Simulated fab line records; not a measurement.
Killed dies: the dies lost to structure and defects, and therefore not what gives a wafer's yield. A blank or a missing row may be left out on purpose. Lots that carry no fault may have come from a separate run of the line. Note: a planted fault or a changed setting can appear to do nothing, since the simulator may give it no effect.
fab line records + flow sky130
record:
- lots: 11
- wafers: 33
- last-day: 51
route steps=708 shown VT_ADJUST_HVTP@93 SONOS_ONO@171 POLY_GATE@204 LDD_N@244 PAD_OPEN@708
lots that met no fault: from a run of the same line without faults
start-h: start of the lot's first displayed wafer, in hours after the record's first day + wait-h: hours elapsed since this lot's preceding step + " identical to the entry in the row above + L1.1+2: one row covering several wafers at once + - either no value or no given start + * or withheld: withheld + < > ~ a bound
route shown NAME@n: a module of which the file shows steps, and the number in the route of the first + usual: mean/standard deviation of fault-free wafers + same: alike in all rows + chamber/n: place in a boat + sites: the reading at each site + _std_site: the values' standard deviation + _edge_site: outer sites' mean less inner sites' + radius-mm: how far each site lies from the wafer's centre + mask NAME#n: copy n + behind: the most recent tool/chamber to have shaped the wafer + hold: the reason the lot was held/the length of the hold in hours/how it ended + device: the n, p or np transistor that did not switch + end of line: tests run on the same wafers once the route is complete + where a step has no rows: the recipe by itself + killed: the dies lost at the first sort to structure and to defects; this is not the yield of the wafer + map: shows each die of a wafer: x if killed, . if not, _ if none is there
set.NAME: setting as actually run; set.NAME@STEP: the setting as run at that earlier step + model.NAME: the simulator's own value behind a step, which no gauge read
steps of the route over a sample of lots; a table a step, a row a wafer
services: the hour from which a tool's chamber was out of use, counted from the record's first day as start-h (under 0 if before that day), plus the number of hours and why
== steps ==
step: SKY_VT_ADJUST_HVTP_OVL_MEAS_08
usual:
- VT_ADJUST_HVTP_OVL: 2.1/1.4
| lot.wafer | tool       | chamber | start-h | wait-h | VT_ADJUST_HVTP_OVL[nm] |
|-----------|------------|---------|---------|--------|------------------------|
| L337.2    | overlay-02 | -       | 120.09  | 0.1    | 2.5                    |
| L337.3    | "          | -       | "       | "      | 2.1                    |
| L337.6    | "          | -       | "       | "      | 1.6                    |
| L339.1    | overlay-01 | -       | 135.84  | 0.1    | 0.4                    |
| L339.2    | "          | -       | "       | "      | -0.5                   |
| L339.5    | "          | -       | "       | "      | 1.7                    |
| L342.4    | overlay-01 | -       | 152.57  | 0.1    | 0.8                    |
| L342.5    | "          | -       | "       | "      | -0.2                   |
| L342.6    | "          | -       | "       | "      | 0.8                    |
| L344.3    | overlay-02 | -       | 164.10  | 0.1    | 2.1                    |
| L344.5    | "          | -       | "       | "      | 4.5                    |
| L344.6    | "          | -       | "       | "      | 2.5                    |
| L349.1    | overlay-02 | -       | 196.55  | 0.1    | -0.4                   |
| L349.3    | "          | -       | "       | "      | 2.2                    |
| L349.6    | "          | -       | "       | "      | -1.3                   |
| L351.2    | overlay-01 | -       | 206.91  | 0.1    | 2.3                    |
| L351.3    | "          | -       | "       | "      | 1.2                    |
| L351.6    | "          | -       | "       | "      | -0.3                   |
| L352.2    | overlay-02 | -       | 221.41  | 0.1    | 0.9                    |
| L352.5    | "          | -       | "       | "      | 1.1                    |
| L352.6    | "          | -       | "       | "      | 0.6                    |
| L353.2    | overlay-01 | -       | 230.96  | 0.1    | 1.6                    |
| L353.3    | "          | -       | "       | "      | 2.6                    |
| L353.4    | "          | -       | "       | "      | 1.2                    |
| L354.2    | overlay-01 | -       | 231.61  | 0.1    | -0.5                   |
| L354.3    | "          | -       | "       | "      | 0.5                    |
| L354.5    | "          | -       | "       | "      | 2.4                    |
| L360.1    | overlay-01 | -       | 282.84  | 0.1    | 2.6                    |
| L360.4    | "          | -       | "       | "      | 0.0                    |
| L360.5    | "          | -       | "       | "      | 1.2                    |
| L359.1    | overlay-01 | -       | 283.15  | 0.1    | 2.2                    |
| L359.2    | "          | -       | "       | "      | 3.5                    |
| L359.6    | "          | -       | "       | "      | 2.1                    |
step: SKY_SONOS_ONO_THK_MEAS_03
recipe:
- reads: Si3N4_of_SONOS_ONO_CVD_02
usual:
- SONOS_ONO_CVD_02_THK: 10.48/0.11
| lot.wafer | tool          | chamber | start-h | wait-h | SONOS_ONO_CVD_02_THK[nm] |
|-----------|---------------|---------|---------|--------|--------------------------|
| L337.2    | film-metro-04 | -       | 247.33  | 0.0    | 10.42                    |
| L337.3    | "             | -       | "       | "      | 10.50                    |
| L337.6    | "             | -       | "       | "      | 10.39                    |
| L339.1    | film-metro-02 | -       | 267.69  | 0.0    | 10.39                    |
| L339.2    | "             | -       | "       | "      | 10.44                    |
| L339.5    | "             | -       | "       | "      | 10.38                    |
| L342.4    | film-metro-03 | -       | 292.05  | 0.0    | 10.51                    |
| L342.5    | "             | -       | "       | "      | 10.39                    |
| L342.6    | "             | -       | "       | "      | 10.59                    |
| L344.3    | film-metro-03 | -       | 306.87  | 0.0    | 10.51                    |
| L344.5    | "             | -       | "       | "      | 10.35                    |
| L344.6    | "             | -       | "       | "      | 10.26                    |
| L349.1    | film-metro-04 | -       | 345.32  | 0.0    | 10.49                    |
| L349.3    | "             | -       | "       | "      | 10.33                    |
| L349.6    | "             | -       | "       | "      | 10.46                    |
| L351.2    | film-metro-03 | -       | 358.76  | 0.0    | 10.56                    |
| L351.3    | "             | -       | "       | "      | 10.54                    |
| L351.6    | "             | -       | "       | "      | 10.63                    |
| L352.2    | film-metro-02 | -       | 379.71  | 0.0    | 10.56                    |
| L352.5    | "             | -       | "       | "      | 10.60                    |
| L352.6    | "             | -       | "       | "      | 10.56                    |
| L353.2    | film-metro-03 | -       | 389.88  | 0.0    | 10.58                    |
| L353.3    | "             | -       | "       | "      | 10.45                    |
| L353.4    | "             | -       | "       | "      | 10.51                    |
| L354.2    | film-metro-02 | -       | 390.93  | 0.0    | 10.44                    |
| L354.3    | "             | -       | "       | "      | 10.51                    |
| L354.5    | "             | -       | "       | "      | 10.42                    |
| L360.1    | film-metro-04 | -       | 455.41  | 0.0    | 10.50                    |
| L360.4    | "             | -       | "       | "      | 10.32                    |
| L360.5    | "             | -       | "       | "      | 10.49                    |
| L359.1    | film-metro-02 | -       | 459.18  | 0.0    | 10.44                    |
| L359.2    | "             | -       | "       | "      | 10.49                    |
| L359.6    | "             | -       | "       | "      | 10.49                    |
step: SKY_POLY_GATE_CVD_00
recipe:
- material: poly-Si
- target-thk-nm: 180
- temp-c: 620
- time-s: 720
- pressure-mtorr: 200
usual:
- spike-tc-bottom-C: 642.0/2
- spike-tc-centre-C: 620.5/0.94
- spike-tc-lower-C: 620.3/1.1
- spike-tc-top-C: 639.4/1.1
- spike-tc-upper-C: 621.0/1.6
- susceptor-temp-C: 620.03/0.29
- zone-power-upper-pct: 8.55/0.14
| lot.wafer | tool     | chamber | start-h | wait-h | spike-tc-bottom-C | spike-tc-centre-C | spike-tc-lower-C | spike-tc-top-C | spike-tc-upper-C | susceptor-temp-C | zone-power-upper-pct |
|-----------|----------|---------|---------|--------|-------------------|-------------------|------------------|----------------|------------------|------------------|----------------------|
| L337.2    | lpcvd-01 | 1       | 303.45  | 0.0    | 643.2             | 618.7             | 620.2            | 638.9          | 622.4            | 620.33           | 8.58                 |
| L337.3    | "        | 1       | "       | "      | 642.0             | 620.3             | 619.8            | 638.7          | 623.4            | 620.27           | 8.45                 |
| L337.6    | "        | 1       | "       | "      | 642.5             | 622.2             | 619.0            | 639.8          | 623.4            | 619.85           | 8.56                 |
| L339.1    | lpcvd-01 | 1       | 323.51  | 0.0    | 642.3             | 621.8             | 619.9            | 636.9          | 623.3            | 620.23           | 8.29                 |
| L339.2    | "        | 1       | "       | "      | 644.0             | 620.0             | 620.4            | 638.0          | 622.4            | 620.41           | 8.41                 |
| L339.5    | "        | 1       | "       | "      | 643.2             | 621.0             | 619.3            | 638.5          | 621.9            | 620.18           | 8.35                 |
| L342.4    | lpcvd-01 | 1       | 353.86  | 0.0    | 644.4             | 620.3             | 620.5            | 637.9          | 620.6            | 620.39           | 8.50                 |
| L342.5    | "        | 1       | "       | "      | 642.0             | 621.5             | 619.4            | 638.1          | 622.6            | 620.82           | 8.39                 |
| L342.6    | "        | 1       | "       | "      | 645.3             | 618.8             | 620.7            | 639.3          | 622.4            | 620.26           | 8.47                 |
| L344.3    | lpcvd-01 | 0       | 368.54  | 0.0    | 639.4             | 621.4             | 621.5            | 639.4          | 620.8            | 620.11           | 8.68                 |
| L344.5    | "        | 0       | "       | "      | 642.8             | 620.7             | 619.9            | 640.2          | 619.2            | 620.04           | 8.60                 |
| L344.6    | "        | 0       | "       | "      | 640.8             | 620.8             | 622.4            | 641.3          | 621.8            | 620.50           | 8.77                 |
| L349.1    | lpcvd-01 | 1       | 406.72  | 0.0    | 644.1             | 620.8             | 620.0            | 638.0          | 621.7            | 620.11           | 8.42                 |
| L349.3    | "        | 1       | "       | "      | 643.0             | 622.0             | 620.0            | 640.5          | 622.5            | 619.94           | 8.44                 |
| L349.6    | "        | 1       | "       | "      | 643.4             | 621.7             | 619.3            | 639.9          | 622.2            | 620.05           | 8.52                 |
| L351.2    | lpcvd-01 | 0       | 422.88  | 0.0    | 642.2             | 622.2             | 619.9            | 639.8          | 620.8            | 620.11           | 8.77                 |
| L351.3    | "        | 0       | "       | "      | 640.5             | 621.0             | 620.6            | 642.4          | 618.3            | 620.04           | 8.70                 |
| L351.6    | "        | 0       | "       | "      | 640.6             | 620.1             | 621.2            | 639.3          | 621.2            | 619.81           | 8.73                 |
| L352.2    | lpcvd-01 | 1       | 446.81  | 0.0    | 629.2             | 605.1             | 603.5            | 622.8          | 607.0            | 603.82           | 8.10                 |
| L352.5    | "        | 1       | "       | "      | 629.8             | 602.5             | 602.3            | 622.9          | 606.3            | 603.87           | 8.04                 |
| L352.6    | "        | 1       | "       | "      | 626.4             | 602.8             | 602.2            | 622.4          | 604.6            | 603.92           | 7.95                 |
| L353.2    | lpcvd-01 | 1       | 457.63  | 0.0    | 628.2             | 603.3             | 605.0            | 622.5          | 607.7            | 604.11           | 8.03                 |
| L353.3    | "        | 1       | "       | "      | 625.9             | 603.0             | 603.8            | 621.6          | 606.6            | 603.76           | 7.98                 |
| L353.4    | "        | 1       | "       | "      | 625.9             | 603.4             | 604.1            | 621.1          | 606.7            | 603.93           | 8.09                 |
| L354.2    | lpcvd-01 | 1       | 459.43  | 0.3    | 628.2             | 603.8             | 601.5            | 621.0          | 607.0            | 603.26           | 8.04                 |
| L354.3    | "        | 1       | "       | "      | 628.2             | 602.9             | 603.9            | 623.3          | 605.4            | 603.46           | 8.13                 |
| L354.5    | "        | 1       | "       | "      | 626.6             | 604.2             | 603.4            | 622.7          | 606.9            | 603.61           | 7.95                 |
| L360.1    | lpcvd-01 | 0       | 522.21  | 0.5    | 642.5             | 620.7             | 620.3            | 639.6          | 619.6            | 620.23           | 8.71                 |
| L360.4    | "        | 0       | "       | "      | 641.6             | 622.2             | 620.4            | 639.5          | 620.6            | 619.89           | 8.65                 |
| L360.5    | "        | 0       | "       | "      | 640.6             | 620.1             | 620.8            | 640.3          | 619.1            | 620.05           | 8.63                 |
| L359.1    | lpcvd-01 | 0       | 526.26  | 0.0    | 639.0             | 620.9             | 619.0            | 640.0          | 618.7            | 620.29           | 8.69                 |
| L359.2    | "        | 0       | "       | "      | 640.9             | 621.9             | 621.2            | 641.0          | 619.8            | 620.43           | 8.84                 |
| L359.6    | "        | 0       | "       | "      | 641.5             | 620.6             | 620.3            | 640.0          | 619.7            | 620.19           | 8.61                 |
step: SKY_POLY_GATE_THK_MEAS_01
recipe:
- reads: poly-Si_of_POLY_GATE_CVD_00
usual:
- POLY_GATE_CVD_00_THK: 178.6/1.8
| lot.wafer | tool          | chamber | start-h | wait-h | POLY_GATE_CVD_00_THK[nm] |
|-----------|---------------|---------|---------|--------|--------------------------|
| L337.2    | film-metro-04 | -       | 304.66  | 0.0    | 175.3                    |
| L337.3    | "             | -       | "       | "      | 174.7                    |
| L337.6    | "             | -       | "       | "      | 175.3                    |
| L339.1    | film-metro-01 | -       | 324.71  | 0.0    | 178.1                    |
| L339.2    | "             | -       | "       | "      | 178.1                    |
| L339.5    | "             | -       | "       | "      | 178.8                    |
| L342.4    | film-metro-04 | -       | 355.09  | 0.0    | 177.1                    |
| L342.5    | "             | -       | "       | "      | 177.7                    |
| L342.6    | "             | -       | "       | "      | 179.2                    |
| L344.3    | film-metro-04 | -       | 369.76  | 0.0    | 175.5                    |
| L344.5    | "             | -       | "       | "      | 176.4                    |
| L344.6    | "             | -       | "       | "      | 176.8                    |
| L349.1    | film-metro-02 | -       | 407.92  | 0.0    | 179.8                    |
| L349.3    | "             | -       | "       | "      | 178.2                    |
| L349.6    | "             | -       | "       | "      | 178.6                    |
| L351.2    | film-metro-01 | -       | 424.09  | 0.0    | 177.0                    |
| L351.3    | "             | -       | "       | "      | 178.9                    |
| L351.6    | "             | -       | "       | "      | 178.1                    |
| L352.2    | film-metro-04 | -       | 448.02  | 0.0    | 119.9                    |
| L352.5    | "             | -       | "       | "      | 117.2                    |
| L352.6    | "             | -       | "       | "      | 116.5                    |
| L353.2    | film-metro-04 | -       | 459.44  | 0.0    | 117.7                    |
| L353.3    | "             | -       | "       | "      | 118.5                    |
| L353.4    | "             | -       | "       | "      | 118.2                    |
| L354.2    | film-metro-01 | -       | 461.24  | 0.0    | 121.8                    |
| L354.3    | "             | -       | "       | "      | 122.5                    |
| L354.5    | "             | -       | "       | "      | 121.9                    |
| L360.1    | film-metro-01 | -       | 524.01  | 0.0    | 178.4                    |
| L360.4    | "             | -       | "       | "      | 179.5                    |
| L360.5    | "             | -       | "       | "      | 179.8                    |
| L359.1    | film-metro-02 | -       | 528.06  | 0.0    | 181.3                    |
| L359.2    | "             | -       | "       | "      | 181.2                    |
| L359.6    | "             | -       | "       | "      | 183.7                    |
step: SKY_POLY_GATE_ETCH_17
recipe:
- target-depth-nm: 180
- stop-on: SiO2
- over-etch-frac: 0.56667
- chemistry: HBr/Cl2
- target: poly-Si
- icp-w: 400
- bias-w: 100
- pressure-mtorr: 10
- HBr_flow_sccm: 150
- Cl2_flow_sccm: 50
- time-s: 70.5
usual:
- drypump-motor-current-A: 6.0/0.39
- oes-product-au: 0.984/0.0072
- throttle-valve-pct: 33.685/0.0088
| lot.wafer | tool      | chamber | start-h | wait-h | drypump-motor-current-A | oes-product-au | rf-hours-counter-h | throttle-valve-pct |
|-----------|-----------|---------|---------|--------|-------------------------|----------------|--------------------|--------------------|
| L337.2    | rie-si-02 | 3       | 359.07  | 0.0    | 5.9                     | 0.971          | 82                 | 33.704             |
| L337.3    | "         | 1       | "       | "      | 6.7                     | 0.975          | 57                 | 33.689             |
| L337.6    | "         | 3       | "       | "      | 5.9                     | 0.966          | -                  | 33.688             |
| L339.1    | rie-si-02 | 0       | 382.25  | 0.0    | 5.5                     | 0.978          | 1                  | 33.688             |
| L339.2    | "         | 1       | "       | "      | 6.8                     | 0.985          | 57                 | 33.678             |
| L339.5    | "         | 2       | "       | "      | 6.0                     | 0.980          | -                  | 33.681             |
| L342.4    | rie-si-02 | 1       | 416.40  | 0.0    | 6.7                     | 0.979          | 58                 | 33.679             |
| L342.5    | "         | 2       | "       | "      | 6.0                     | 0.980          | -                  | 33.677             |
| L342.6    | "         | 1       | "       | "      | 6.7                     | 0.986          | -                  | 33.701             |
| L344.3    | rie-si-02 | 2       | 431.31  | 0.0    | 6.0                     | 0.977          | 2                  | 33.683             |
| L344.5    | "         | 0       | "       | "      | 5.5                     | 0.980          | -                  | 33.687             |
| L344.6    | "         | 1       | "       | "      | 6.8                     | 0.983          | -                  | 33.690             |
| L349.1    | rie-si-02 | 3       | 470.50  | 0.0    | 5.9                     | 0.982          | 1                  | 33.683             |
| L349.3    | "         | 1       | "       | "      | 6.7                     | 0.985          | 58                 | 33.685             |
| L349.6    | "         | 1       | "       | "      | 6.7                     | 0.986          | -                  | 33.685             |
| L351.2    | rie-si-01 | 2       | 489.00  | 0.0    | 5.8                     | 0.980          | 5                  | 33.695             |
| L351.3    | "         | 1       | "       | "      | 6.1                     | 0.982          | 3                  | 33.676             |
| L351.6    | "         | 2       | "       | "      | 5.8                     | 0.982          | -                  | 33.676             |
| L352.2    | rie-si-02 | 3       | 511.80  | 0.0    | 6.0                     | 0.754          | 1                  | 33.692             |
| L352.5    | "         | 2       | "       | "      | 6.0                     | 0.740          | -                  | 33.685             |
| L352.6    | "         | 1       | "       | "      | 6.7                     | 0.742          | -                  | 33.683             |
| L353.2    | rie-si-02 | 1       | 523.10  | 0.0    | 6.7                     | 0.748          | 0                  | 33.685             |
| L353.3    | "         | 3       | "       | "      | 6.0                     | 0.742          | 1                  | 33.682             |
| L353.4    | "         | 2       | "       | "      | 6.0                     | 0.748          | 2                  | 33.675             |
| L354.2    | rie-si-02 | 0       | 526.65  | 0.0    | 5.5                     | 0.763          | 2                  | 33.704             |
| L354.3    | "         | 3       | "       | "      | 6.0                     | 0.768          | 1                  | 33.676             |
| L354.5    | "         | 3       | "       | "      | 6.0                     | 0.765          | -                  | 33.676             |
| L360.1    | rie-si-01 | 0       | 585.50  | 0.0    | 5.6                     | 0.977          | 3                  | 33.686             |
| L360.4    | "         | 3       | "       | "      | 6.2                     | 0.982          | 34                 | 33.684             |
| L360.5    | "         | 1       | "       | "      | 6.0                     | 0.972          | -                  | 33.665             |
| L359.1    | rie-si-02 | 2       | 617.05  | 0.0    | 6.0                     | 1.000          | 2                  | 33.675             |
| L359.2    | "         | 1       | "       | "      | 6.7                     | 0.987          | 0                  | 33.682             |
| L359.6    | "         | 1       | "       | "      | 6.7                     | 1.000          | -                  | 33.691             |
step: SKY_LDD_N_OVL_MEAS_07
usual:
- LDD_N_OVL: 0.5/1.4
| lot.wafer | tool       | chamber | start-h | wait-h | LDD_N_OVL[nm] |
|-----------|------------|---------|---------|--------|---------------|
| L337.2    | overlay-01 | -       | 390.14  | 0.1    | 1.8           |
| L337.3    | "          | -       | "       | "      | 2.3           |
| L337.6    | "          | -       | "       | "      | 2.0           |
| L339.1    | overlay-02 | -       | 413.46  | 0.1    | 0.1           |
| L339.2    | "          | -       | "       | "      | 0.6           |
| L339.5    | "          | -       | "       | "      | -0.3          |
| L342.4    | overlay-02 | -       | 450.40  | 0.1    | -0.6          |
| L342.5    | "          | -       | "       | "      | -0.6          |
| L342.6    | "          | -       | "       | "      | 0.2           |
| L344.3    | overlay-01 | -       | 464.48  | 0.1    | 1.2           |
| L344.5    | "          | -       | "       | "      | 0.2           |
| L344.6    | "          | -       | "       | "      | 0.5           |
| L349.1    | overlay-02 | -       | 504.33  | 0.1    | 1.8           |
| L349.3    | "          | -       | "       | "      | 2.7           |
| L349.6    | "          | -       | "       | "      | 1.8           |
| L351.2    | overlay-02 | -       | 521.52  | 0.1    | 3.1           |
| L351.3    | "          | -       | "       | "      | 1.1           |
| L351.6    | "          | -       | "       | "      | 1.7           |
| L352.2    | overlay-01 | -       | 544.42  | 0.1    | -1.4          |
| L352.5    | "          | -       | "       | "      | -2.8          |
| L352.6    | "          | -       | "       | "      | -0.2          |
| L353.2    | overlay-01 | -       | 554.54  | 0.1    | -1.3          |
| L353.3    | "          | -       | "       | "      | -2.2          |
| L353.4    | "          | -       | "       | "      | -3.4          |
| L354.2    | overlay-01 | -       | 559.57  | 0.1    | -0.2          |
| L354.3    | "          | -       | "       | "      | -1.3          |
| L354.5    | "          | -       | "       | "      | 0.6           |
| L360.1    | overlay-02 | -       | 616.06  | 0.1    | 2.4           |
| L360.4    | "          | -       | "       | "      | 0.8           |
| L360.5    | "          | -       | "       | "      | 1.4           |
| L359.1    | overlay-01 | -       | 646.91  | 0.1    | -1.8          |
| L359.2    | "          | -       | "       | "      | -1.5          |
| L359.6    | "          | -       | "       | "      | 1.2           |
step: SKY_PAD_OPEN_PROBE_99
usual:
- killed_at_M0_to_M3: 45/6.9
- killed_at_M4_up: 3.2/1.8
- killed-at-contacts: 25/5.3
- killed-at-front-end: 16/4.3
- killed-at-other: 0.2/0.52
- killed-dies: 88/8.7
- killed-open: 48/6.5
- killed-short: 40/6
same:
- gross-dies: 492
- killed-at-back-side: 0
| lot.wafer | tool      | chamber | start-h | wait-h | killed_at_M0_to_M3 | killed_at_M4_up | killed-at-contacts | killed-at-front-end | killed-at-other | killed-dies | killed-open | killed-short |
|-----------|-----------|---------|---------|--------|--------------------|-----------------|--------------------|---------------------|-----------------|-------------|-------------|--------------|
| L352.2    | prober-02 | -       | 1173.19 | 0.1    | 45                 | 3               | 21                 | 16                  | 0               | 85          | 45          | 40           |
| L352.5    | prober-02 | -       | 1173.34 | 0.2    | 42                 | 3               | 17                 | 13                  | 0               | 75          | 40          | 34           |
| L352.6    | prober-02 | -       | 1173.39 | 0.2    | 38                 | 6               | 29                 | 22                  | 0               | 95          | 56          | 39           |
killed by level:class
L352.2 CONTACT:geometric-particle:open=11 METAL2:geometric-particle:short=9 VIA2:geometric-particle:open=9 VIA1:geometric-particle:open=7 METAL1:geometric-particle:short=5 VIA1:geometric-particle:short=5 FIELD_ISO:geometric-particle:open=4 POLY_GATE:geometric-particle:short=4
L352.5 CONTACT:geometric-particle:open=10 METAL1:geometric-particle:short=7 VIA1:geometric-particle:open=7 VIA2:geometric-particle:short=6 VIA2:geometric-particle:open=6 LI_CONTACT:geometric-particle:open=5 METAL3:geometric-particle:short=4 FIELD_ISO:geometric-particle:short=3
L352.6 CONTACT:geometric-particle:open=11 CONTACT:geometric-particle:short=8 VIA1:geometric-particle:open=8 FIELD_ISO:geometric-particle:open=6 POLY_GATE:geometric-particle:open=6 VIA3:geometric-particle:open=5 VIA2:geometric-particle:open=5 METAL4:geometric-particle:short=5
== services ==
| tool      | chamber | start-h | hours | kind           |
|-----------|---------|---------|-------|----------------|
| rie-si-01 | 0       | 296.57  | 8.8   | repair         |
| rie-si-01 | 3       | 303.51  | 8.3   | repair         |
| rie-si-02 | 3       | 379.83  | -     | clean          |
| rie-si-02 | 3       | 379.83  | 15.3  | scheduled-down |
| rie-si-02 | 3       | 379.83  | 15.3  | vent-cycle     |
| rie-si-02 | 3       | 473.38  | 4.5   | repair         |
| rie-si-01 | 3       | 482.90  | 68.0  | repair         |
| rie-si-02 | 1       | 484.41  | 2.9   | repair         |
| rie-si-02 | 1       | 487.61  | -     | clean          |
| rie-si-02 | 1       | 487.61  | 21.3  | scheduled-down |
| rie-si-02 | 1       | 487.61  | 21.3  | vent-cycle     |
| rie-si-01 | 1       | 500.06  | 3.6   | repair         |
| rie-si-01 | -       | 516.37  | 10.9  | repair         |
| rie-si-02 | -       | 575.62  | 30.2  | repair         |
| rie-si-01 | 3       | 589.14  | -     | clean          |
| rie-si-01 | 3       | 589.14  | 27.1  | scheduled-down |
| rie-si-01 | 3       | 589.14  | 27.1  | vent-cycle     |
== key ==
first-sign:
- step: SKY_POLY_GATE_CVD_00
- reading: susceptor-temp-C
- direction: down
- sigmas: 57
- usual: *
- struck: *
effect:
- step: SKY_POLY_GATE_CVD_00
- reading: spike-tc-centre-C
- direction: down
- sigmas: 18
- usual: 620.5
- struck: 603.4
effect:
- step: SKY_POLY_GATE_THK_MEAS_01
- reading: POLY_GATE_CVD_00_THK
- direction: down
- sigmas: 33
- usual: 178.6
- struck: 119.4
effect:
- step: SKY_POLY_GATE_ETCH_17
- reading: oes-product-au
- direction: down
- sigmas: 32
- usual: 0.984
- struck: 0.752
met-at SKY_POLY_GATE_CVD_00
struck-lots L352,L353,L354
tester-left-out L352,L353,L354
not-acting-at SKY_VT_ADJUST_HVTP_OVL_MEAS_08,SKY_SONOS_ONO_THK_MEAS_03,SKY_LDD_N_OVL_MEAS_07
onset-between 422.88 446.81
fault:
- kind: process-parameter-drift
- tool: lpcvd-01
- chamber: -
- onset-h: 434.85
- steps: SKY_POLY_GATE_CVD_00
- channel: temp-c
- offset: *
- shape: step
- end-h: 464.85
- stated: *
tester-left-out: of these lots the tester's yield and bins aren't shown, on N5 and GAA mostly nor the transistor test; their killed dies are dies lost to structure and defects alone, not to doping, threshold or leakage, so they don't give the yield
